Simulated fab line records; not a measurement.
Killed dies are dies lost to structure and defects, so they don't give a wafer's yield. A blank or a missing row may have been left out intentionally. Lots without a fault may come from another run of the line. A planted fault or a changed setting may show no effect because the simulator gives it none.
Comparing a struck lot with a sound one :: flow sky130 :: 17 out of 708 route steps
Sound: these wafers, L280.1, L280.4, L280.5. Struck: wafers L295.3, L295.4, L295.5. Last of all comes the cause.
Each step with rows lists, per side, the tool, then ch with its chambers, then its first start. Under that, the readings that differ: sound wafers :: struck wafers :: difference of the means :: sigmas: that difference in standard deviations of wafers without a fault.
alike: a reading whose means differ by less than 2 such deviations, as well as words and numbers matching on both sides. not compared: withheld readings; readings where some wafer has no value; bounds like >300 that might hide an equal value; numbers whose values overlap and for which the record gives no deviation.
A row with sigmas, a row that says differs or no value, or rows on one side alone: a step with any of these is where the two part. Non-overlapping numbers with no deviation appear without sigmas and do not part them. Lack of a reading on every wafer of one side parts them only where that side has two or more wafers.

SKY_VIA2_CMP_02: polishes SiO2.
  sound on cmp-02 ch 0,1,3, day 36 01:47; struck on cmp-01 ch 0,1,3, day 40 09:31
  alike: edge-zone-pressure-frac, motor-current-A
SKY_VIA2_BOW_MEAS_03:
  sound on film-metro-01, day 36 01:59; struck on film-metro-02, day 40 09:49
  alike: VIA2_BOW
then, 8 steps without rows for these wafers: SKY_VIA2_DEHYDRATE_04 (time 60 s); SKY_VIA2_HMDS_05 (prime time 60 s); SKY_VIA2_COAT_06 (resist thk 60 nm); SKY_VIA2_COAT_07 (resist thk 450 nm); SKY_VIA2_SOFTBAKE_08 (time 90 s); SKY_VIA2_EXPOSE_09 (exposes mask VIM2, target cd 200 nm); SKY_VIA2_PEB_10; SKY_VIA2_DEVELOP_11 (develop time 60 s).
SKY_VIA2_CD_MEAS_12: the cd target is 200 nm.
  sound on cd-sem-02, day 37 04:28; struck on cd-sem-02, day 41 09:59
  alike: cd-nm
SKY_VIA2_OVL_MEAS_13:
  sound on overlay-01, day 37 04:35; struck on overlay-01, day 41 10:04
  alike: VIA2_OVL
SKY_VIA2_ETCH_14: etches BARC in N2/H2, stops on SiO2, time 45.9 s, target depth 60 nm.
  sound on rie-diel-01 ch 0,3, day 37 04:38; struck on rie-diel-02 ch 0,1, day 41 10:06
reading: model.KrF-thick_of_VIA2_COAT_07.thk-nm (nm)
sound: 394.3 393.3 393
struck: 403.3 402.6 403.8
difference: +9.7
sigmas: 
  alike: drypump-motor-current-A, oes-product-au, throttle-valve-pct
  not compared: rf-hours-counter-h
SKY_VIA2_ETCH_15: etches SiO2 in C4F8/O2/Ar, stops on TiN, target depth 546 nm, time 84 s.
  sound on rie-diel-01 ch 0,3, day 37 04:40; struck on rie-diel-02 ch 0,1, day 41 10:08
reading: oes-product-au (a.u.)
sound: 0.934 0.944 0.935
struck: 0.943 0.922 0.911
difference: -0.012
sigmas: -3

reading: model.KrF-thick_of_VIA2_COAT_07.thk-nm (nm)
sound: 288.5 285.1 284.1
struck: 293.7 293.7 296.4
difference: +8.7
sigmas: 
  not compared: rf-hours-counter-h
SKY_VIA2_STRIP_16: strips in O2/N2.
  sound on plasma-asher-04 ch 0,1, day 37 04:44; struck on plasma-asher-01 ch 0,1, day 41 10:14
reading: strip-time-to-endpoint-s (s)
sound: 4.10 4.08 4.04
struck: 4.17 4.16 4.18
difference: +0.10
sigmas: +3
  alike: drypump-motor-current-A, oes-product-au
  not compared: rf-hours-counter-h
then, 1 step without rows for these wafers: SKY_VIA2_STRIP_17 (strips in post etch residue remover, time 1200 s).
-- the record jumps here: 8 days lie between the struck wafers' starts before and after (it left off in module VIA2 and takes up again in module PAD_OPEN, whose first step shown is number 708 of the route) --
SKY_PAD_OPEN_PROBE_99:
  sound on prober-02, day 46 14:10; struck on prober-02, day 49 21:02
reading: hold
sound: - - -
struck: await-dispo/1.9h/release await-dispo/1.9h/release await-dispo/1.9h/release
difference: no value on the sound wafers
sigmas: 
  not compared: model.etest.via2-chain.rc-ohm

== WHERE THEY PART ==
Earliest at SKY_VIA2_ETCH_15; latest, in this record, at SKY_PAD_OPEN_PROBE_99.

WHY: what the simulator had put in
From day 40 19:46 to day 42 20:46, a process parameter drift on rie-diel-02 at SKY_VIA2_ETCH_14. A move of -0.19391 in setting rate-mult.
